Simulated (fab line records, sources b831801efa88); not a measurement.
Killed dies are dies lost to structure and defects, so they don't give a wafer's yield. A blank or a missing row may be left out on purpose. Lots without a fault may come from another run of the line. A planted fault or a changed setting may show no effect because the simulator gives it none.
A struck lot beside a sound one | flow sfq_line | 14 steps out of a route of 325
Sound: wafers L530.1, L530.2, L530.3. Struck: wafers L532.1, L532.2, L532.5. The cause comes at the end.
At each step with rows: each side's tool, then ch and its chambers, then its first start. Under that, the readings that differ: sound wafers | struck wafers | difference of the means | sigmas: that difference in standard deviations of wafers without a fault.
alike: readings whose means differ by less than 2 such deviations, and words and numbers that are the same on both sides. not compared: withheld readings, readings that some wafer has no value for, bounds like >300 that may hide the same value, and numbers for which the record gives no deviation and whose values overlap.
The two part at a step that has a row with sigmas, a row that says differs or no value, or rows on one side only. Numbers that don't overlap but have no deviation are shown without sigmas and don't part them. A reading that every wafer of one side lacks parts them only if that side has two wafers or more.

SFQ_M0_OVL_MEAS_906:
  sound on overlay-01, day 12 05:55; struck on overlay-01, day 13 01:07
  alike: M0_OVL
SFQ_TRILAYER_M0_BARC_OPEN_METAL_ETCH_031: etches BARC in O2, target depth 125 nm, time 41.7 s.
  sound on rie_metal-04 ch 0,1, day 12 05:58; struck on rie_metal-04 ch 0,1, day 13 01:10
  alike: chamber_pressure_mTorr, drypump_motor_current_A, oes_product_au
  not compared: rf_hours_counter_h
SFQ_TRILAYER_M0_ETCH_METAL_ETCH_024: etches Nb in Cl2/Ar, stops on SiO2, target depth 240 nm, time 120 s.
  sound on rie_metal-04 ch 0,1, day 12 06:01; struck on rie_metal-04 ch 0,1, day 13 01:13
  alike: chamber_pressure_mTorr, drypump_motor_current_A, oes_product_au
  not compared: rf_hours_counter_h
SFQ_TRILAYER_M0_STRIP_STRIP_025: strips in O2.
  sound on rie_metal-04 ch 0,1, day 12 06:08; struck on rie_metal-04 ch 0,1, day 13 01:20
  alike: chamber_pressure_mTorr, drypump_motor_current_A, oes_product_au
  not compared: rf_hours_counter_h
then, 1 step without rows for these wafers: SFQ_TRILAYER_M0_STRIP_SOLV_CLEAN_026 (cleans in NMP, time 600 s).
SFQ_TRILAYER_I0_DEP_PECVD_027: deposits SiO2 from SiH4/N2O, time 111.11 s, target thk 500 nm.
  sound on pecvd-02 ch 0,1,2, day 12 06:55; struck on pecvd-02 ch 0,1, day 13 02:08
  alike: heater_power_w, throttle_valve_pct
then, 1 step without rows for these wafers: SFQ_TRILAYER_I0_CMP_CMP_028 (polishes SiO2).
SFQ_I0_BOW_MEAS_907:
  sound on film_metro-02, day 12 13:47; struck on film_metro-04, day 13 16:35
  alike: I0_BOW
SFQ_TRILAYER_I0_METRO_MEASURE_029:
  sound on film_metro-02, day 12 13:54; struck on film_metro-04, day 13 16:42
  alike: thk_nm
then, 3 steps without rows for these wafers: SFQ_TRILAYER_I0_VIA_LITHO_COAT_036 (resist thk 62 nm); SFQ_TRILAYER_I0_VIA_LITHO_COAT_031 (resist thk 650 nm); SFQ_TRILAYER_I0_VIA_LITHO_SOFTBAKE_035.
-- the record jumps here: 5 days lie between the struck wafers' starts before and after --
SFQ_TRILAYER_I0_VIA_LITHO_EXPOSE_032: exposes mask I0, target cd 500 nm.
  sound on krf_scanner-01 ch 0, day 17 07:43; struck on krf_scanner-02, day 18 19:46
  no value came back on the struck wafers for exposure_dose_mJ_cm2, focus_offset_nm (nm), na; on the sound wafers exposure_dose_mJ_cm2 reads 21.292 21.306 21.305
  alike: mask
then, 1 step without rows for these wafers: SFQ_TRILAYER_I0_VIA_LITHO_PEB_034 (peb time 60 s).

WHERE THEY PART
Only at SFQ_TRILAYER_I0_VIA_LITHO_EXPOSE_032, within this record.

WHY: what the simulator had put in
Skipped step whole: krf_scanner-02, from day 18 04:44 on, at SFQ_TRILAYER_I0_VIA_LITHO_EXPOSE_032. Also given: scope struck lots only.
